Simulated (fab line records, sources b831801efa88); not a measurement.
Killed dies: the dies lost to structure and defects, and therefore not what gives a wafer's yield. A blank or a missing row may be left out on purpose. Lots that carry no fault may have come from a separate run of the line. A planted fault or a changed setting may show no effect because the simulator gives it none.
Which tool did it? :: flow sky130 :: 24 lots, 72 wafers sampled, at 3 steps of a route of 708

== WHAT THE GAUGES READ, wafer by wafer ==
SKY_VIA2_THK_MEAS_23: measures by xrf. Usual: VIA2_W_THK typically reads 426 nm, with standard deviation 8.6.
lot: L074
measured: day 36 06:44
on: filmMetro-01
VIA2_W_THK (nm): 420 411 415
flag: 

lot: L075
measured: day 36 11:14
on: filmMetro-02
VIA2_W_THK (nm): 447 437 438
flag: 

lot: L076
measured: day 36 20:46
on: filmMetro-04
VIA2_W_THK (nm): 427 425 429
flag: 

lot: L077
measured: day 37 13:25
on: filmMetro-04
VIA2_W_THK (nm): 419 421 417
flag: 

lot: L078
measured: day 37 19:10
on: filmMetro-04
VIA2_W_THK (nm): 424 419 427
flag: 

lot: L079
measured: day 38 02:39
on: filmMetro-01
VIA2_W_THK (nm): 426 428 418
flag: 

lot: L080
measured: day 38 12:57
on: filmMetro-02
VIA2_W_THK (nm): 443 436 435
flag: 

lot: L081
measured: day 38 18:11
on: filmMetro-02
VIA2_W_THK (nm): 434 440 440
flag: 

lot: L082
measured: day 39 01:18
on: filmMetro-01
VIA2_W_THK (nm): 399 414 416
flag: 

lot: L083
measured: day 39 03:58
on: filmMetro-04
VIA2_W_THK (nm): 434 424 430
flag: 

lot: L084
measured: day 39 13:35
on: filmMetro-01
VIA2_W_THK (nm): 421 425 419
flag: 

lot: L086
measured: day 40 01:52
on: filmMetro-04
VIA2_W_THK (nm): 419 419 421
flag: 

lot: L085
measured: day 40 05:42
on: filmMetro-02
VIA2_W_THK (nm): 439 432 424
flag: 

lot: L087
measured: day 40 08:58
on: filmMetro-01
VIA2_W_THK (nm): 424 425 425
flag: 

lot: L088
measured: day 40 14:29
on: filmMetro-02
VIA2_W_THK (nm): 433 432 436
flag: 

lot: L089
measured: day 40 21:50
on: filmMetro-04
VIA2_W_THK (nm): 425 428 423
flag: 

lot: L090
measured: day 40 23:31
on: filmMetro-02
VIA2_W_THK (nm): 425 426 427
flag: 

lot: L091
measured: day 41 14:28
on: filmMetro-04
VIA2_W_THK (nm): 437 434 431
flag: 

lot: L092
measured: day 41 17:20
on: filmMetro-04
VIA2_W_THK (nm): 436 434 431
flag: 

lot: L093
measured: day 42 03:01
on: filmMetro-01
VIA2_W_THK (nm): 417 419 417
flag: 

lot: L094
measured: day 42 10:42
on: filmMetro-01
VIA2_W_THK (nm): 416 417 417
flag: 

lot: L095
measured: day 42 12:13
on: filmMetro-01
VIA2_W_THK (nm): 417 418 421
flag: 

lot: L096
measured: day 42 21:05
on: filmMetro-01
VIA2_W_THK (nm): 429 418 426
flag: 

lot: L097
measured: day 43 00:32
on: filmMetro-01
VIA2_W_THK (nm): 426 427 431
flag: 

SKY_CAPM_THK_MEAS_01. Usual: CAPM_CVD_00_THK typically reads 15.62 nm, with standard deviation 0.24.
lot: L074
measured: day 36 07:16
on: filmMetro-03
CAPM_CVD_00_THK (nm): 15.64 15.86 16.24
flag: 

lot: L075
measured: day 36 11:47
on: filmMetro-02
CAPM_CVD_00_THK (nm): 15.30 15.51 15.69
flag: 

lot: L076
measured: day 36 21:40
on: filmMetro-01
CAPM_CVD_00_THK (nm): 15.87 15.82 15.74
flag: 

lot: L077
measured: day 37 13:58
on: filmMetro-02
CAPM_CVD_00_THK (nm): 15.48 15.66 15.64
flag: 

lot: L078
measured: day 37 19:43
on: filmMetro-02
CAPM_CVD_00_THK (nm): 15.21 15.69 15.57
flag: 

lot: L079
measured: day 38 03:11
on: filmMetro-02
CAPM_CVD_00_THK (nm): 15.16 15.65 15.70
flag: 

lot: L080
measured: day 38 13:29
on: filmMetro-03
CAPM_CVD_00_THK (nm): 15.59 15.65 15.75
flag: 

lot: L081
measured: day 38 18:43
on: filmMetro-01
CAPM_CVD_00_THK (nm): 15.35 15.42 15.44
flag: 

lot: L082
measured: day 39 05:26
on: filmMetro-03
CAPM_CVD_00_THK (nm): 15.80 16.01 15.89
flag: 

lot: L083
measured: day 39 06:57
on: filmMetro-02
CAPM_CVD_00_THK (nm): 15.56 15.64 15.77
flag: 

lot: L084
measured: day 39 14:23
on: filmMetro-01
CAPM_CVD_00_THK (nm): 15.52 15.64 15.56
flag: 

lot: L086
measured: day 40 02:24
on: filmMetro-01
CAPM_CVD_00_THK (nm): 15.60 15.86 16.06
flag: 

lot: L085
measured: day 40 06:14
on: filmMetro-02
CAPM_CVD_00_THK (nm): 15.23 15.93 15.77
flag: 

lot: L087
measured: day 40 09:29
on: filmMetro-02
CAPM_CVD_00_THK (nm): 15.41 15.66 15.81
flag: 

lot: L088
measured: day 40 15:01
on: filmMetro-02
CAPM_CVD_00_THK (nm): 15.85 16.04 15.75
flag: 

lot: L089
measured: day 40 22:22
on: filmMetro-02
CAPM_CVD_00_THK (nm): 15.70 15.42 15.97
flag: 

lot: L090
measured: day 41 00:04
on: filmMetro-02
CAPM_CVD_00_THK (nm): 15.63 15.30 15.84
flag: 

lot: L091
measured: day 41 15:06
on: filmMetro-01
CAPM_CVD_00_THK (nm): 15.48 16.07 15.90
flag: 

lot: L092
measured: day 41 17:52
on: filmMetro-02
CAPM_CVD_00_THK (nm): 15.41 15.64 15.67
flag: 

lot: L093
measured: day 42 03:33
on: filmMetro-02
CAPM_CVD_00_THK (nm): 15.52 15.85 15.98
flag: 

lot: L094
measured: day 42 11:14
on: filmMetro-02
CAPM_CVD_00_THK (nm): 15.17 15.48 15.56
flag: 

lot: L095
measured: day 42 12:45
on: filmMetro-03
CAPM_CVD_00_THK (nm): 15.38 15.52 15.60
flag: 

lot: L096
measured: day 42 21:38
on: filmMetro-03
CAPM_CVD_00_THK (nm): 15.41 15.46 15.89
flag: 

lot: L097
measured: day 43 01:05
on: filmMetro-01
CAPM_CVD_00_THK (nm): 15.30 15.15 15.74
flag: 

== EACH LOT AND THE TOOL THAT RAN IT (in order: tool; ch and the chambers of the sampled wafers; start) ==
lot: L074
SKY_CAPM_CVD_00: pecvd-04 ch 1,2, day 36 07:14

lot: L075
SKY_CAPM_CVD_00: pecvd-01 ch 0,2, day 36 11:45

lot: L076
SKY_CAPM_CVD_00: pecvd-01 ch 1,2, day 36 21:37

lot: L077
SKY_CAPM_CVD_00: pecvd-03 ch 0, day 37 13:55

lot: L078
SKY_CAPM_CVD_00: pecvd-01 ch 0,1, day 37 19:41

lot: L079
SKY_CAPM_CVD_00: pecvd-03 ch 0,2, day 38 03:09

lot: L080
SKY_CAPM_CVD_00: pecvd-01 ch 1,2, day 38 13:26

lot: L081
SKY_CAPM_CVD_00: pecvd-01 ch 0,1,2, day 38 18:41

lot: L082
SKY_CAPM_CVD_00: pecvd-04 ch 1, day 39 05:24

lot: L083
SKY_CAPM_CVD_00: pecvd-03 ch 0,1,2, day 39 06:55

lot: L084
SKY_CAPM_CVD_00: pecvd-03 ch 1,2, day 39 14:21

lot: L086
SKY_CAPM_CVD_00: pecvd-04 ch 0,1, day 40 02:23

lot: L085
SKY_CAPM_CVD_00: pecvd-03 ch 0,2, day 40 06:11

lot: L087
SKY_CAPM_CVD_00: pecvd-04 ch 1,2, day 40 09:28

lot: L088
SKY_CAPM_CVD_00: pecvd-01 ch 0,1, day 40 14:58

lot: L089
SKY_CAPM_CVD_00: pecvd-01 ch 0,2, day 40 22:21

lot: L090
SKY_CAPM_CVD_00: pecvd-03 ch 0,2, day 41 00:02

lot: L091
SKY_CAPM_CVD_00: pecvd-01 ch 0,1,2, day 41 15:04

lot: L092
SKY_CAPM_CVD_00: pecvd-04 ch 0,2, day 41 17:50

lot: L093
SKY_CAPM_CVD_00: pecvd-04 ch 1,2, day 42 03:31

lot: L094
SKY_CAPM_CVD_00: pecvd-03 ch 0,1,2, day 42 11:13

lot: L095
SKY_CAPM_CVD_00: pecvd-01 ch 0,2, day 42 12:43

lot: L096
SKY_CAPM_CVD_00: pecvd-04 ch 0,2, day 42 21:36

lot: L097
SKY_CAPM_CVD_00: pecvd-03 ch 0,2, day 43 01:03
- SKY_CAPM_CVD_00: deposits SiO2, target thk 15.5 nm.

== AS READ BY THE TOOLS THEMSELVES (means over the sampled wafers that have a number; for cases with no such wafer, the mark the record gives instead) ==
SKY_CAPM_CVD_00. Usual: heaterPowerW reads 774 W (standard deviation 140).
lot: L074
tool: pecvd-04
heaterPowerW (W): 844
flag: 

lot: L075
tool: pecvd-01
heaterPowerW (W): 702
flag: 

lot: L076
tool: pecvd-01
heaterPowerW (W): 647
flag: 

lot: L077
tool: pecvd-03
heaterPowerW (W): 676
flag: 

lot: L078
tool: pecvd-01
heaterPowerW (W): 689
flag: 

lot: L079
tool: pecvd-03
heaterPowerW (W): 764
flag: 

lot: L080
tool: pecvd-01
heaterPowerW (W): 732
flag: 

lot: L081
tool: pecvd-01
heaterPowerW (W): 733
flag: 

lot: L082
tool: pecvd-04
heaterPowerW (W): 632
flag: 

lot: L083
tool: pecvd-03
heaterPowerW (W): 810
flag: 

lot: L084
tool: pecvd-03
heaterPowerW (W): 890
flag: 

lot: L086
tool: pecvd-04
heaterPowerW (W): 814
flag: 

lot: L085
tool: pecvd-03
heaterPowerW (W): 775
flag: 

lot: L087
tool: pecvd-04
heaterPowerW (W): 850
flag: 

lot: L088
tool: pecvd-01
heaterPowerW (W): 623
flag: 

lot: L089
tool: pecvd-01
heaterPowerW (W): 708
flag: 

lot: L090
tool: pecvd-03
heaterPowerW (W): 722
flag: 

lot: L091
tool: pecvd-01
heaterPowerW (W): 712
flag: 

lot: L092
tool: pecvd-04
heaterPowerW (W): 929
flag: 

lot: L093
tool: pecvd-04
heaterPowerW (W): 817
flag: 

lot: L094
tool: pecvd-03
heaterPowerW (W): 792
flag: 

lot: L095
tool: pecvd-01
heaterPowerW (W): 835
flag: 

lot: L096
tool: pecvd-04
heaterPowerW (W): 886
flag: 

lot: L097
tool: pecvd-03
heaterPowerW (W): 739
flag: 

== THE ANSWER, worked out from the rows above alone ==
Rule: lot off if the mean of its wafers having a number is beyond 3 standard deviations from the usual mean. A lot without any number at a reading at which 4 lots or more have one is off too. The other lots that the step has rows for count as sound. After the gauges, taken in route order, come the tools' own readings; for these a lot's mean is taken, as printed above. At the first step where some lot is off, the reading lying furthest off is the one used; lots without a number count as furthest.
No lot is off on any of the readings shown, so nothing can be concluded from this.

== WHAT HAD BEEN PUT IN BY THE SIMULATOR ==
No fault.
